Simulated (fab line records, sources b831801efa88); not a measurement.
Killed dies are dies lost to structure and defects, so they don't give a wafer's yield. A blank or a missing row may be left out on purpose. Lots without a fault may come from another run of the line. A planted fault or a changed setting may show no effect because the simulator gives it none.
Which tool did it? | flow gf180mcu | 13 lots, 39 wafers sampled, at 3 steps of a route of 602

WHAT THE GAUGES READ, wafer by wafer
GF_MVSD_OVL_MEAS_07.
lot  | measured    | on         | MVSD_OVL (nm)
L324 | day 4 21:09 | overlay-01 | 0.7 -1.2 0.2
L325 | day 4 23:27 | overlay-01 | -0.4 -1.0 -0.3
L326 | day 5 04:56 | overlay-02 | 0.4 1.3 1.3
L328 | day 5 16:37 | overlay-02 | 1.9 1.7 1.2
L329 | day 5 20:08 | overlay-01 | 3.1 0.5 0.7
L331 | day 6 09:48 | overlay-01 | 2.3 1.3 -0.3
L332 | day 6 14:11 | overlay-01 | -0.5 -0.2 -1.7
L334 | day 7 04:08 | overlay-01 | -0.6 -1.8 -0.8
L335 | day 7 11:11 | overlay-01 | -1.5 -1.8 -0.2
L338 | day 8 03:08 | overlay-02 | 0.3 1.5 3.7
L344 | day 9 12:23 | overlay-02 | -1.2 0.3 -0.9
L345 | day 9 17:00 | overlay-01 | 1.3 0.1 1.7
L346 | day 9 23:26 | overlay-02 | 1.8 0.6 2.1

WHICH TOOL RAN EACH LOT (tool, then ch and the chambers of the sampled wafers, then the start)
lot  | GF_STI_ETCH_14                  | GF_STI_WET_ETCH_17
L324 | rie_si-02 ch 0,2,3, day 2 08:45 | wet_bench-02 ch 2, day 2 08:56
L325 | rie_si-02 ch 0,1, day 2 12:35   | wet_bench-02 ch 1, day 2 12:46
L326 | rie_si-02 ch 0,1,2, day 2 18:50 | wet_bench-04 ch 2, day 2 19:01
L328 | rie_si-01 ch 0,2,3, day 3 04:35 | wet_bench-02 ch 3, day 3 04:46
L329 | rie_si-01 ch 1,2, day 3 08:57   | wet_bench-02 ch 2, day 3 09:08
L331 | rie_si-02 ch 1,2,3, day 3 19:50 | wet_bench-03 ch 0, day 3 20:01
L332 | rie_si-01 ch 0,1,3, day 3 23:38 | wet_bench-02 ch 1, day 3 23:50
L334 | rie_si-01 ch 1,2,3, day 4 11:48 | wet_bench-04 ch 0, day 4 11:59
L335 | rie_si-01 ch 1,3, day 4 15:15   | wet_bench-03 ch 0, day 4 15:26
L338 | rie_si-02 ch 2,3, day 5 06:32   | wet_bench-03 ch 2, day 5 06:43
L344 | rie_si-01 ch 0,1,3, day 6 13:41 | wet_bench-04 ch 3, day 6 13:53
L345 | rie_si-02 ch 1,3, day 6 18:17   | wet_bench-04 ch 2, day 6 18:29
L346 | rie_si-02 ch 2,3, day 7 01:18   | wet_bench-02 ch 3, day 7 01:29
- GF_STI_ETCH_14: etches Si in HBr/Cl2/O2, target depth 360 nm, time 102.9 s.
- GF_STI_WET_ETCH_17: etches Si3N4 in H3PO4, target depth 45 nm, time 514 s.

WHAT THE TOOLS THEMSELVES READ (means of the sampled wafers that have a number; where no wafer has one, the mark that the record gives instead)
GF_STI_ETCH_14.
lot  | tool      | drypump_motor_current_A (A) | oes_product_au (a.u.) | throttle_valve_pct (%)
L324 | rie_si-02 | 6.1                         | 1.008                 | 25.651
L325 | rie_si-02 | 5.6                         | 0.996                 | 25.669
L326 | rie_si-02 | 6.0                         | 1.005                 | 25.659
L328 | rie_si-01 | 5.7                         | 0.996                 | 25.661
L329 | rie_si-01 | 5.5                         | 1.004                 | 25.649
L331 | rie_si-02 | 6.2                         | 0.997                 | 25.660
L332 | rie_si-01 | 5.8                         | 1.009                 | 25.653
L334 | rie_si-01 | 5.6                         | 1.003                 | 25.647
L335 | rie_si-01 | 5.6                         | 1.019                 | 25.642
L338 | rie_si-02 | 6.5                         | 0.997                 | 25.652
L344 | rie_si-01 | 5.8                         | 1.009                 | 25.652
L345 | rie_si-02 | 5.9                         | 1.001                 | 25.656
L346 | rie_si-02 | 6.3                         | 0.999                 | 25.659

GF_STI_WET_ETCH_17.
lot  | tool         | bath_guard_temp_C (C) | temp_c (C)
L324 | wet_bench-02 | 159.7                 | 160.02
L325 | wet_bench-02 | 160.1                 | 159.88
L326 | wet_bench-04 | 160.5                 | 159.93
L328 | wet_bench-02 | 160.5                 | 160.05
L329 | wet_bench-02 | 159.8                 | 160.18
L331 | wet_bench-03 | 159.5                 | 160.19
L332 | wet_bench-02 | 160.3                 | 160.01
L334 | wet_bench-04 | 160.7                 | 160.07
L335 | wet_bench-03 | 155.7                 | 156.06
L338 | wet_bench-03 | 156.9                 | 156.02
L344 | wet_bench-04 | 160.0                 | 160.10
L345 | wet_bench-04 | 160.5                 | 160.03
L346 | wet_bench-02 | 160.6                 | 160.05

THE ANSWER, worked out from the rows above alone
Rule: what is usual is taken from the lots themselves. Put in order of their means at a reading, lots are off if they are a third of the lots or fewer, leave a main group of 4 or more, and stand apart from it by a gap of 3 or more times the standard deviation of the main group's means; of several such gaps the widest counts. A main group whose means are all the same, to the digits that the tables above print for the reading, isn't used. A lot without any number at a reading at which 4 lots or more have one is off too. The other lots that the step has rows for count as sound. The gauges are gone through in route order, then the tools' own readings, and for those a lot's mean is taken as printed above. The first step at which some lot is off is used, and at that step the reading that is off furthest; a lot without a number counts as furthest.
Off: L335, L338, at GF_STI_WET_ETCH_17 (temp_c). The main group: mean 160.05 C, standard deviation 0.088.
A tool fits if, at that step or a process step before it, it ran every lot that is off, and no sound lot after the first of them. One fits: wet_bench-03 at GF_STI_WET_ETCH_17. Its last sound lot is L331 (day 3 20:01), its first lot that is off L335 (day 4 15:26): a fault that began between those two fits.
The tool's own readings at GF_STI_WET_ETCH_17 bear it out: on the lots that are off they differ by more than 5 times the standard deviation of the sound lots' means. bath_guard_temp_C reads 156.3 C there against 160.2 C on the sound lots; temp_c reads 156.04 C there against 160.05 C on the sound lots.

WHAT THE SIMULATOR HAD PUT IN
Process parameter drift: wet_bench-03, from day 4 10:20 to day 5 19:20, at GF_STI_WET_ETCH_17. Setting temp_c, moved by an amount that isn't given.
Lots struck among those shown: L335, L338. The rule above found the same.
